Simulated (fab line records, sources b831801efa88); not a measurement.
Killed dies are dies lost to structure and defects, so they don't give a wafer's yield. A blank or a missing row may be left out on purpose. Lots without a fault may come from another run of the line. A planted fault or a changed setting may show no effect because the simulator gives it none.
Which tool did it? | flow sky130 | 14 lots, 42 wafers sampled, at 4 steps of a route of 708

WHAT THE GAUGES READ, wafer by wafer
SKY_DNWELL_TW_MEAS_09.
lot  | measured    | on            | DNWELL_TW
L554 | day 3 08:11 | film_metro-02 | 1122 1122 1122
L556 | day 3 20:14 | film_metro-02 | 1122 1121 1122
L557 | day 4 04:26 | film_metro-02 | 1110 1115 1109
L558 | day 4 09:22 | film_metro-04 | 1129 1127 1127
L561 | day 4 23:56 | film_metro-01 | 1108 1105 1098
L560 | day 5 00:12 | film_metro-02 | 1120 1119 1117
L563 | day 5 07:19 | film_metro-02 | 1119 1117 1124
L564 | day 5 15:16 | film_metro-04 | 1127 1122 1126
L571 | day 7 04:28 | film_metro-01 | 1125 1118 1114
L572 | day 7 09:16 | film_metro-02 | 1116 1113 1116
L573 | day 7 18:56 | film_metro-01 | 1113 1117 1111
L574 | day 7 21:37 | film_metro-01 | 1128 1122 1124
L575 | day 8 06:16 | film_metro-02 | 1118 1125 1123
L576 | day 8 09:07 | film_metro-02 | 1115 1114 1112

SKY_VT_ADJUST_HVTR_OVL_MEAS_08.
lot  | measured     | on         | VT_ADJUST_HVTR_OVL (nm)
L554 | day 9 15:35  | overlay-02 | -0.6 1.2 0.3
L556 | day 10 04:56 | overlay-02 | -2.3 -0.8 -0.9
L557 | day 10 17:39 | overlay-01 | 0.4 0.0 -0.3
L558 | day 11 00:50 | overlay-01 | 0.8 1.9 0.7
L561 | day 11 19:41 | overlay-01 | 0.2 -0.6 -0.7
L560 | day 11 20:51 | overlay-02 | -1.9 -1.8 -0.1
L563 | day 12 07:32 | overlay-02 | 1.5 0.3 1.5
L564 | day 12 17:18 | overlay-02 | 0.3 2.4 1.7
L571 | day 15 00:26 | overlay-02 | 2.8 1.5 0.9
L572 | day 15 05:12 | overlay-02 | -1.6 0.1 -0.8
L573 | day 15 16:26 | overlay-02 | -0.5 1.3 0.6
L574 | day 15 22:11 | overlay-01 | 1.2 2.2 1.3
L575 | day 16 10:17 | overlay-01 | 0.5 1.4 0.8
L576 | day 16 14:35 | overlay-01 | -1.8 -0.4 -1.7

SKY_SONOS_ONO_THK_MEAS_05.
lot  | measured     | on            | SONOS_ONO_CVD_04_THK (nm)
L554 | day 11 19:42 | film_metro-03 | 5.56 5.49 5.51
L556 | day 12 09:58 | film_metro-02 | 5.73 5.73 5.75
L557 | day 13 03:10 | film_metro-04 | 5.62 5.72 5.53
L558 | day 13 10:05 | film_metro-04 | 5.62 5.57 5.51
L561 | day 14 05:50 | film_metro-02 | 5.62 5.60 5.52
L560 | day 14 05:51 | film_metro-03 | 5.77 5.67 5.69
L563 | day 14 16:15 | film_metro-04 | 5.63 5.66 5.70
L564 | day 15 02:25 | film_metro-04 | 5.64 5.57 5.62
L571 | day 17 16:07 | film_metro-03 | 5.72 5.75 5.59
L572 | day 17 20:10 | film_metro-02 | 5.73 5.82 5.81
L573 | day 18 08:25 | film_metro-04 | 5.71 5.65 5.83
L574 | day 18 13:58 | film_metro-02 | 5.76 5.75 5.80
L575 | day 19 05:51 | film_metro-02 | 5.77 5.91 5.66
L576 | day 19 08:41 | film_metro-02 | 5.53 5.56 5.51

WHICH TOOL RAN EACH LOT (tool, then ch and the chambers of the sampled wafers, then the start)
lot  | SKY_SONOS_TUNNEL_IMPLANT_09
L554 | implanter-04 ch 0, day 11 13:40
L556 | implanter-03 ch 0, day 12 04:41
L557 | implanter-03 ch 0, day 12 18:40
L558 | implanter-03 ch 0, day 13 01:52
L561 | implanter-03 ch 0, day 13 22:28
L560 | implanter-04 ch 0, day 13 23:46
L563 | implanter-03 ch 0, day 14 10:49
L564 | implanter-03 ch 0, day 14 20:59
L571 | implanter-04 ch 0, day 17 08:26
L572 | implanter-03 ch 0, day 17 13:35
L573 | implanter-04 ch 0, day 18 02:16
L574 | implanter-02 ch 0, day 18 07:17
L575 | implanter-03 ch 0, day 18 20:55
L576 | implanter-02 ch 0, day 19 01:46
- SKY_SONOS_TUNNEL_IMPLANT_09

WHAT THE TOOLS THEMSELVES READ (means of the sampled wafers that have a number; where no wafer has one, the mark that the record gives instead)
SKY_SONOS_TUNNEL_IMPLANT_09.
lot  | tool         | beam_energy_keV | beam_on_s (s) | dose_ions_cm2 | faraday_current_uA
L554 | implanter-04 | 19.996          | 10.03         | 1.0016e+12    | 5.62
L556 | implanter-03 | 20.005          | 9.93          | 9.9993e+11    | 5.67
L557 | implanter-03 | 19.999          | 10.19         | 1.0002e+12    | 5.52
L558 | implanter-03 | 20.000          | 9.98          | 9.9850e+11    | 5.66
L561 | implanter-03 | 22.513          | 10.08         | 9.9967e+11    | 5.58
L560 | implanter-04 | 19.997          | 10.22         | 1.0006e+12    | 5.52
L563 | implanter-03 | 22.517          | 9.94          | 1.0014e+12    | 5.67
L564 | implanter-03 | 22.519          | 9.96          | 9.9950e+11    | 5.66
L571 | implanter-04 | 20.002          | 10.18         | 9.9983e+11    | 5.55
L572 | implanter-03 | 20.000          | 10.05         | 9.9973e+11    | 5.60
L573 | implanter-04 | 20.006          | 10.01         | 9.9873e+11    | 5.63
L574 | implanter-02 | 19.999          | 10.03         | 9.9960e+11    | 5.62
L575 | implanter-03 | 20.001          | 9.99          | 1.0005e+12    | 5.65
L576 | implanter-02 | 20.007          | 10.00         | 9.9983e+11    | 5.63

THE ANSWER, worked out from the rows above alone
Rule: what is usual is taken from the lots themselves. Put in order of their means at a reading, lots are off if they are a third of the lots or fewer, leave a main group of 4 or more, and stand apart from it by a gap of 3 or more times the standard deviation of the main group's means; of several such gaps the widest counts. A main group whose means are all the same, to the digits that the tables above print for the reading, isn't used. A lot without any number at a reading at which 4 lots or more have one is off too. The other lots that the step has rows for count as sound. The gauges are gone through in route order, then the tools' own readings, and for those a lot's mean is taken as printed above. The first step at which some lot is off is used, and at that step the reading that is off furthest; a lot without a number counts as furthest.
Off: L561, L563, L564, at SKY_SONOS_TUNNEL_IMPLANT_09 (beam_energy_keV). The main group: mean 20.001, standard deviation 0.0034.
A tool fits if, at that step or a process step before it, it ran every lot that is off, and no sound lot after the first of them. None of those tried fits.

WHAT THE SIMULATOR HAD PUT IN
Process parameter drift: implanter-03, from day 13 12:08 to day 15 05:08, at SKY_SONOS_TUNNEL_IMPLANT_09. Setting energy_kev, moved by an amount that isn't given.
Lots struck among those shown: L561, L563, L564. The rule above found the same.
